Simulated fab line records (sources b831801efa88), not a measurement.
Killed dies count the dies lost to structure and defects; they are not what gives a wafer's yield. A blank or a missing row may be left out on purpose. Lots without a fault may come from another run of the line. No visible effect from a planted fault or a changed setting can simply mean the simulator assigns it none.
Matching of chambers | flow gf180mcu | GF_PASSIVATION_CVD_02 on pecvd-01: 3 sister chambers
The step deposits Si3N4, target thk 700 nm, time 486.18 s. 16 wafers are shown with their chamber, then 8 later ones without.

WAFERS PAIRED WITH THEIR CHAMBERS
wafer  | chamber | heater-power-w (W) | susceptor-temp-C (C)
L082.2 | 0       | 616                | 400.22
L082.4 | 2       | 791                | 399.79
L082.5 | 1       | 627                | 399.75
L085.3 | 1       | 529                | 399.73
L085.4 | 2       | 765                | 400.12
L085.5 | 1       | 552                | 400.18
L086.1 | 0       | 650                | 399.96
L086.4 | 1       | 540                | 399.79
L086.5 | 2       | 831                | 400.45
L087.4 | 0       | 663                | 399.89
L087.5 | 1       | 483                | 399.89
L087.6 | 2       | 834                | 400.00
L088.1 | 1       | 575                | 399.59
L088.2 | 2       | 725                | 400.12
L088.4 | 1       | 593                | 399.69
L092.1 | 2       | 672                | 399.69

SIGNATURES (averages over the wafers above)
reading          | chamber 0 | chamber 1 | chamber 2 | scatter within a chamber
heater-power-w   | 643.00    | 557.00    | 769.67    | 51.3
susceptor-temp-C | 400.0233  | 399.8029  | 400.0283  | 0.222
Rule: distance of a wafer from a chamber = root of the sum over the readings of ((wafer's reading minus chamber's mean) / reading's scatter) squared. The wafer belongs to the nearest chamber; if the next one is less than 2 further off, it can't be placed. The scatter is the square root of a quotient: the sum, over the shown wafers, of each reading's squared deviation from its chamber's mean, divided by wafers minus chambers.

WAFERS MISSING THEIR CHAMBER
wafer  | heater-power-w (W) | susceptor-temp-C (C)
L092.4 | 577                | 399.94
L092.5 | 656                | 400.11
L094.2 | 505                | 399.93
L094.4 | 556                | 399.89
L094.5 | 831                | 400.08
L096.2 | 695                | 399.84
L096.4 | 650                | 400.45
L096.6 | 570                | 399.89

EACH ONE'S CHAMBER
wafer  | from the rows above          | in truth
L092.4 | can't be placed: 1 or 0      | 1
L092.5 | can't be placed: 0 or 2 or 1 | 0
L094.2 | can't be placed: 1 or 0      | 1
L094.4 | can't be placed: 1 or 0      | 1
L094.5 | 2                            | 2
L096.2 | can't be placed: 0 or 2 or 1 | 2
L096.4 | can't be placed: 0 or 2 or 1 | 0
L096.6 | can't be placed: 1 or 0      | 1
1 of 8 placed correctly. From these rows, 7 cannot be placed; in 7 the true chamber is one of the candidates. 0 placed wrongly.
